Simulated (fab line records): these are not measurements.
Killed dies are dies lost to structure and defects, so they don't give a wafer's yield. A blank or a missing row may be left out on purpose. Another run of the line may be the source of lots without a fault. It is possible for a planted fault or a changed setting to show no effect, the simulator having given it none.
Which tool was responsible? / flow sky130 / 12 lots with 36 wafers sampled at 3 steps, on a route of 708 steps

== WHAT EACH GAUGE READ, for each wafer ==
SKY_VIA3_BOW_MEAS_03.
lot=L350; measured=day 39 05:18; on=film_metro-01; VIA3_BOW (um)=76 83 66
lot=L351; measured=day 39 08:58; on=film_metro-03; VIA3_BOW (um)=87 86 83
lot=L353; measured=day 40 06:01; on=film_metro-04; VIA3_BOW (um)=90 88 79
lot=L357; measured=day 41 23:41; on=film_metro-01; VIA3_BOW (um)=77 69 84
lot=L358; measured=day 42 04:04; on=film_metro-03; VIA3_BOW (um)=88 78 77
lot=L359; measured=day 42 05:14; on=film_metro-04; VIA3_BOW (um)=83 87 92
lot=L360; measured=day 42 15:47; on=film_metro-04; VIA3_BOW (um)=60 78 83
lot=L362; measured=day 42 18:01; on=film_metro-03; VIA3_BOW (um)=81 68 80
lot=L363; measured=day 43 03:11; on=film_metro-03; VIA3_BOW (um)=78 79 75
lot=L369; measured=day 44 14:12; on=film_metro-03; VIA3_BOW (um)=90 72 77
lot=L370; measured=day 44 20:28; on=film_metro-01; VIA3_BOW (um)=75 79 81
lot=L371; measured=day 45 06:16; on=film_metro-04; VIA3_BOW (um)=71 70 80

SKY_VIA3_OVL_MEAS_13.
lot=L350; measured=day 40 06:09; on=overlay-02; VIA3_OVL (nm)=-1 -10 -4
lot=L351; measured=day 40 09:49; on=overlay-01; VIA3_OVL (nm)=-6 1 -2
lot=L353; measured=day 41 06:26; on=overlay-02; VIA3_OVL (nm)=3 -5 -10
lot=L357; measured=day 42 23:29; on=overlay-02; VIA3_OVL (nm)=7 1 1
lot=L358; measured=day 43 02:57; on=overlay-02; VIA3_OVL (nm)=6 1 -4
lot=L359; measured=day 43 04:54; on=overlay-02; VIA3_OVL (nm)=-11 -5 -9
lot=L360; measured=day 43 14:52; on=overlay-02; VIA3_OVL (nm)=-6 -9 -7
lot=L362; measured=day 43 17:21; on=overlay-02; VIA3_OVL (nm)=-2 -3 -2
lot=L363; measured=day 44 01:47; on=overlay-01; VIA3_OVL (nm)=-6 -3 -10
lot=L369; measured=day 45 11:34; on=overlay-01; VIA3_OVL (nm)=-2 -1 -3
lot=L370; measured=day 45 17:39; on=overlay-01; VIA3_OVL (nm)=8 4 10
lot=L371; measured=day 46 03:24; on=overlay-02; VIA3_OVL (nm)=-6 -12 -8

== WHAT TOOL EACH LOT RAN ON (gives the tool, then ch and the chambers of the sampled wafers, and finally the start) ==
lot=L350; SKY_VIA3_CMP_02=cmp-02 ch 0,1,3, day 39 05:00
lot=L351; SKY_VIA3_CMP_02=cmp-02 ch 0,1, day 39 08:39
lot=L353; SKY_VIA3_CMP_02=cmp-01 ch 0,1,3, day 40 05:46
lot=L357; SKY_VIA3_CMP_02=cmp-02 ch 0,1,2, day 41 23:23
lot=L358; SKY_VIA3_CMP_02=cmp-01 ch 0,1,2, day 42 03:49
lot=L359; SKY_VIA3_CMP_02=cmp-01 ch 0,1,2, day 42 04:56
lot=L360; SKY_VIA3_CMP_02=cmp-01 ch 1,2, day 42 15:26
lot=L362; SKY_VIA3_CMP_02=cmp-02 ch 1,2,3, day 42 17:41
lot=L363; SKY_VIA3_CMP_02=cmp-01 ch 0,1,2, day 43 02:53
lot=L369; SKY_VIA3_CMP_02=cmp-02 ch 0,2,3, day 44 13:53
lot=L370; SKY_VIA3_CMP_02=cmp-01 ch 0,1,3, day 44 20:19
lot=L371; SKY_VIA3_CMP_02=cmp-01 ch 0,2, day 45 05:58
- SKY_VIA3_CMP_02: polishes SiO2.

== WHAT THE TOOLS THEMSELVES READ (means of the sampled wafers that have a number; where no wafer has one, the mark that the record gives instead) ==
SKY_VIA3_CMP_02.
lot=L350; tool=cmp-02; motor_current_A (A)=12.6
lot=L351; tool=cmp-02; motor_current_A (A)=11.6
lot=L353; tool=cmp-01; motor_current_A (A)=12.1
lot=L357; tool=cmp-02; motor_current_A (A)=12.2
lot=L358; tool=cmp-01; motor_current_A (A)=12.8
lot=L359; tool=cmp-01; motor_current_A (A)=12.7
lot=L360; tool=cmp-01; motor_current_A (A)=13.7
lot=L362; tool=cmp-02; motor_current_A (A)=12.6
lot=L363; tool=cmp-01; motor_current_A (A)=12.7
lot=L369; tool=cmp-02; motor_current_A (A)=12.8
lot=L370; tool=cmp-01; motor_current_A (A)=12.1
lot=L371; tool=cmp-01; motor_current_A (A)=13.8

== THE ANSWER, worked out from the rows above alone ==
Rule: the usual values come from the lots themselves. Put in order of their means at a reading, lots are off if they are a third of the lots or fewer, leave a main group of 4 or more, and stand apart from it by a gap of 3 or more times the standard deviation of the main group's means; of several such gaps the widest counts. If all means in a main group match to the digits the tables above print for the reading, that group is not used. Also off: a lot with no number at a reading for which 4 or more lots have one. Any other lot the step has rows for is counted as sound. Order of review: gauges by route order, followed by the tools' own readings, for which a lot's mean as printed above is used. At the first step where some lot is off, the reading lying furthest off is the one used; lots without a number count as furthest.
No lot is off on any of the readings shown, so nothing can be concluded from this.

== WHAT HAD BEEN PUT IN BY THE SIMULATOR ==
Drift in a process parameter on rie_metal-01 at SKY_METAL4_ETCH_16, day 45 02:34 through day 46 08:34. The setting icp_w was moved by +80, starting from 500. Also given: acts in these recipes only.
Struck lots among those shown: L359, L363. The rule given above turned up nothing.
